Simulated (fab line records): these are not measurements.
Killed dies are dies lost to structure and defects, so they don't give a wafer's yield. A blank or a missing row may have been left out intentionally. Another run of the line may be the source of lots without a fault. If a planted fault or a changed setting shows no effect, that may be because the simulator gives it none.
A single fault, viewed from 2 desks	flow gf180mcu	every desk sees just its own numbers, and what lay behind them comes last

## FOR THE TOOL OWNER'S DESK: litho track-04
The tool's own readings at GF_STI_PEB_10 (peb time 90 s): means of the sampled wafers that have a number, for each lot that ran on this tool. Marked OUT: a lot whose mean sits more than 4 standard deviations from the usual mean, which makes it out of limits; the brackets give that distance.
Columns: A = heater power total W at GF_STI_PEB_10, usual 85.70 W; B = plate temp C at GF_STI_PEB_10, usual 135.01 C
lot	first seen here	A	B
L599	day 3 01:57	85.68	134.86
L602	day 3 11:52	84.81 (-11) OUT	133.81 (-8.5) OUT
L605	day 4 06:16	84.86 (-10) OUT	133.93 (-7.7) OUT
This desk's verdict: out of limits on L602, L605, starting with L602 at day 3 11:52 (heater power total W at GF_STI_PEB_10). L599 stayed within limits.

## FROM THE METROLOGY DESK
What the gauges read, lot by lot, whatever tool the lot ran on: means of the sampled wafers that have a number. Marked OUT: a lot whose mean sits more than 4 standard deviations from the usual mean, which makes it out of limits; the brackets give that distance.
Columns: A = INCOMING_BOW at GF_STI_BOW_MEAS_00, usual 0 um; B = STI_OXIDATION_THK at GF_STI_THK_MEAS_02, usual 9.98 nm; C = STI_CVD_03_THK at GF_STI_THK_MEAS_04, usual 207.8 nm; D = cd nm at GF_STI_CD_MEAS_12, usual 219.5 nm
lot	first seen here	A	B	C	D
L599	day 2 06:02	6	9.76	208.2	220.2
L602	day 2 21:01	-5	9.58	212.9	221.6
L605	day 3 12:01	-5	10.26	205.3	220.6
L610	day 4 13:00	-5	10.07	203.3	219.8
L611	day 4 18:01	-6	10.07	206.5	220.1
L618	day 6 05:02	1	10.41	208.3	219.5
Finding of this desk: none of the 6 lots has anything out of limits.

## PUT TOGETHER
On L602, L605, at day 3 11:52, an alarm was possible from the tool owner's desk.
Metrology desk: nothing out of limits seen.
The metrology desk holds a record of L602, L605, inside its limits.
All the named lots went through GF_STI_PEB_10 on litho track-04.

## WHAT THE SIMULATOR HAD PUT IN
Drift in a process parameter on litho track-04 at GF_STI_PEB_10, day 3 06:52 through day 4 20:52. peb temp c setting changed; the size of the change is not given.
Lots struck among those shown: L602, L605.
Each desk's first reading out of limits, in hours after the fault started: the tool owner's desk, 5.
